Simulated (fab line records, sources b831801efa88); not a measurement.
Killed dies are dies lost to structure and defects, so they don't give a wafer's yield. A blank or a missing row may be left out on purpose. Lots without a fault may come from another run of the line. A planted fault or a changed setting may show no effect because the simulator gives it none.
Split-lot experiment | flow gf180mcu | 5 lots, 23 wafers read, on a route of 602 steps

THE SPLIT
At GF_M5_PEB_05 (peb time 90 s), the setting peb_time_s was moved away from the recipe's 90 s on 7 of the 23 wafers read, by -11.9% to +12.0%. The other wafers ran this setting at the recipe's value.

FROM THE SPLIT TO THE READING: what the file shows between them, 1 step
- GF_M5_DEVELOP_06: develop time 60 s

THE READING
cd_nm, in nm, at GF_M5_CD_MEAS_07 (target cd 280 nm). Fault-free wafers of this fab line usually give 280.0 nm, standard deviation 1.1 nm.

wafer  | tool, chamber at the split | peb_time_s as run, s | against the recipe | cd_nm, nm | against lot-mates on the recipe
L080.1 | litho_track-03, 0          | 90                   | recipe             | 280.7     | -
L080.2 | litho_track-03, 0          | 99.63                | +10.7%             | 278.5     | -2.7
L080.3 | litho_track-03, 0          | 99.63                | +10.7%             | 278.9     | -2.3
L080.5 | litho_track-03, 0          | 90                   | recipe             | 281.7     | -
L080.6 | litho_track-03, 0          | 90                   | recipe             | 281.1     | -
L082.1 | litho_track-02, 0          | 100.8                | +12.0%             | 278.1     | -2.8
L082.3 | litho_track-02, 0          | 100.8                | +12.0%             | 277.6     | -3.3
L082.4 | litho_track-02, 0          | 90                   | recipe             | 281.0     | -
L082.5 | litho_track-02, 0          | 90                   | recipe             | 281.8     | -
L082.6 | litho_track-02, 0          | 90                   | recipe             | 279.8     | -
L083.2 | litho_track-04, 0          | 90                   | recipe             | 280.6     | -
L083.3 | litho_track-04, 0          | 90                   | recipe             | 279.3     | -
L083.4 | litho_track-04, 0          | 90                   | recipe             | 280.0     | -
L083.5 | litho_track-04, 0          | 90                   | recipe             | 279.9     | -
L083.6 | litho_track-04, 0          | 90                   | recipe             | 279.1     | -
L084.3 | litho_track-04, 0          | 90                   | recipe             | 279.3     | -
L084.4 | litho_track-04, 0          | 90                   | recipe             | 280.1     | -
L084.6 | litho_track-04, 0          | 90                   | recipe             | 279.3     | -
L085.2 | litho_track-02, 0          | 90                   | recipe             | 281.0     | -
L085.3 | litho_track-02, 0          | 90                   | recipe             | 281.0     | -
L085.4 | litho_track-02, 0          | 79.26                | -11.9%             | 285.0     | +4.0
L085.5 | litho_track-02, 0          | 79.26                | -11.9%             | 283.8     | +2.8
L085.6 | litho_track-02, 0          | 79.26                | -11.9%             | 284.3     | +3.3

THE FIT
A straight line over all 23 wafers: cd_nm changes by -0.256 nm for each +1% of peb_time_s; r = -0.89; the points scatter about the line by 0.89 nm.
The same after taking each lot's own level away (the mean of its wafers on the recipe; 23 wafers): -0.261 nm for each +1%; r = -0.96; scatter 0.52 nm.
On that fit, the largest move of peb_time_s shifts the reading by 3.1 nm.
The lots' own levels span 279.57 to 281.17 nm, that is 1.5 times the standard deviation above.
So the lot-to-lot level changes the slope little: the two slopes agree.
Check: with one of the wafers moved furthest among these (+12.0%) left out of the fit, the line predicts -3.13 nm for it against its lot-mates. It came out at -2.77 nm against them.

OTHER SPLITS ON THESE WAFERS
These wafers also went through other splits before the reading. Each is held against what the fit with the lots' levels taken away leaves over:
other split on the same wafers  | wafers away from the commonest value | r with cd_nm (lot level and that fit taken away)
GF_M4_METAL_ETCH_16 icp_w       | 10                                   | -0.26
GF_V4_CMP_04 leave_above_ref_nm | 8                                    | +0.04
GF_V4_DEVELOP_13 dev_temp_c     | 2                                    | -0.23
GF_V4_SPUTTER_21 time_s         | 7                                    | +0.13
GF_MIM_SPUTTER_00 time_s        | 5                                    | -0.19
GF_MIM_SPUTTER_08 time_s        | 11                                   | +0.37
GF_MIM_METAL_ETCH_19 time_s     | 7                                    | +0.19

THE WHOLE CHAIN: every reading that the file lists as answering this split, in the file's order
step             | what it does                                            | reading                                                   | change (the file's fit)               | r (the file's)
GF_M5_CD_MEAS_07 | target cd 280 nm                                        | cd_nm                                                     | -0.257 nm for each +1% of the setting | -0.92
GF_M5_ETCH_09    | etches Si3N4 in CF4/O2, target depth 52 nm, time 11.6 s | M5.cd_nm (the simulator's own value, which no gauge read) | -0.254 nm for each +1% of the setting | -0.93

THE FILE'S OWN FIT
cd_nm changes by -0.257 nm for each +1% of peb_time_s, r = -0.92.
